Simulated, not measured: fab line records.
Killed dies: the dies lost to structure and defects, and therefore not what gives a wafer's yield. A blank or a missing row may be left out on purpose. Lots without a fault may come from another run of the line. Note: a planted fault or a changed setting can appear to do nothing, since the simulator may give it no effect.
What tool caused it? -- flow gf180mcu -- 45 wafers from 15 lots sampled at 2 of the route's 602 steps

WHAT THE GAUGES SHOWED, per wafer
The record holds no reading of a measuring or inspecting step that can be judged against a usual standard deviation.

WHICH TOOL RAN EACH LOT (tool, then ch and the chambers of the sampled wafers, then the start)
lot,GF_SALICIDE_RTA_06,GF_CONTACT_CVD_00
L748,"rtpAnneal-02 ch 0, day 15 14:21","hdpcvd-02 ch 0,1, day 15 14:43"
L749,"rtpAnneal-01 ch 0, day 15 22:27","hdpcvd-01 ch 0,1, day 15 22:44"
L750,"rtpAnneal-01 ch 0, day 16 04:41","hdpcvd-01 ch 0,2, day 16 04:59"
L753,"rtpAnneal-02 ch 0, day 17 07:54","hdpcvd-02 ch 1,2, day 17 08:12"
L754,"rtpAnneal-01 ch 0, day 17 19:21","hdpcvd-02 ch 0,2, day 17 19:38"
L755,"rtpAnneal-02 ch 0, day 18 03:22","hdpcvd-01 ch 0,2, day 18 03:38"
L756,"rtpAnneal-02, day 18 12:38",-
L757,"rtpAnneal-02, day 19 01:56",-
L758,"rtpAnneal-02, day 19 05:23",-
L759,"rtpAnneal-01 ch 0, day 19 11:38","hdpcvd-02 ch 0,1,2, day 19 11:54"
L763,"rtpAnneal-01 ch 0, day 20 23:37","hdpcvd-01 ch 0,1,2, day 20 23:54"
L766,"rtpAnneal-02 ch 0, day 21 23:35","hdpcvd-01 ch 0,1, day 21 23:50"
L767,"rtpAnneal-02 ch 0, day 22 05:57","hdpcvd-02 ch 0,2, day 22 06:14"
L768,"rtpAnneal-02 ch 0, day 22 16:27","hdpcvd-01 ch 1,2, day 22 16:44"
L770,"rtpAnneal-01 ch 0, day 23 09:35","hdpcvd-01 ch 0,1,2, day 23 09:59"
- GF_SALICIDE_RTA_06: time 30 s.
- GF_CONTACT_CVD_00: deposits SiO2, target thk 300 nm, time 50 s.

AS READ BY THE TOOLS THEMSELVES (means over the sampled wafers that have a number; for cases with no such wafer, the mark the record gives instead)
GF_SALICIDE_RTA_06.
lot,tool,annealTempCMax,chamberO2Ppm,lampPowerPct (%),wafer_temp_C_max
L748,rtpAnneal-02,531.8,2.026,5.8,532.8
L749,rtpAnneal-01,532.0,2.001,6.6,533.4
L750,rtpAnneal-01,532.2,1.991,6.6,533.3
L753,rtpAnneal-02,532.2,1.993,5.8,532.2
L754,rtpAnneal-01,532.0,2.011,6.6,534.0
L755,rtpAnneal-02,532.3,2.045,5.8,532.6
L756,rtpAnneal-02,-,-,-,-
L757,rtpAnneal-02,-,-,-,-
L758,rtpAnneal-02,-,-,-,-
L759,rtpAnneal-01,532.4,1.986,6.6,533.7
L763,rtpAnneal-01,531.8,1.990,6.6,533.8
L766,rtpAnneal-02,532.1,2.012,5.8,533.0
L767,rtpAnneal-02,532.4,2.013,5.8,532.7
L768,rtpAnneal-02,532.7,2.007,5.8,532.5
L770,rtpAnneal-01,531.7,1.985,6.6,533.8

GF_CONTACT_CVD_00.
lot,tool,susceptorTempC (C)
L748,hdpcvd-02,400.16
L749,hdpcvd-01,400.16
L750,hdpcvd-01,400.05
L753,hdpcvd-02,400.05
L754,hdpcvd-02,399.74
L755,hdpcvd-01,400.15
L759,hdpcvd-02,399.97
L763,hdpcvd-01,400.08
L766,hdpcvd-01,399.74
L767,hdpcvd-02,400.01
L768,hdpcvd-01,399.89
L770,hdpcvd-01,399.96

THE ANSWER, worked out from the rows above alone
Rule: the usual values come from the lots themselves. The widest of any qualifying gaps counts: lots, ordered by their means at a reading, are off when they make up no more than a third of the lots, leave a main group of 4 or more, and stand apart from it by 3 or more times the standard deviation of that group's means. If all means in a main group match to the digits the tables above print for the reading, that group is not used. Also off: a lot with no number at a reading for which 4 or more lots have one. All remaining lots with rows at the step are treated as sound. Order of review: gauges by route order, followed by the tools' own readings, for which a lot's mean as printed above is used. The first step at which some lot is off is used, and at that step the reading that is off furthest; a lot without a number counts as furthest.
Off: L756, L757, L758 (GF_SALICIDE_RTA_06, annealTempCMax). Without a number there: L756, L757, L758. Main group: mean 532.1, sd 0.28.
If a tool, at that step or one of the process steps before it, ran each lot that is off and ran no sound lot following the first of them, it fits. Of those tried, none fits.

WHAT WAS PUT IN BY THE SIMULATOR
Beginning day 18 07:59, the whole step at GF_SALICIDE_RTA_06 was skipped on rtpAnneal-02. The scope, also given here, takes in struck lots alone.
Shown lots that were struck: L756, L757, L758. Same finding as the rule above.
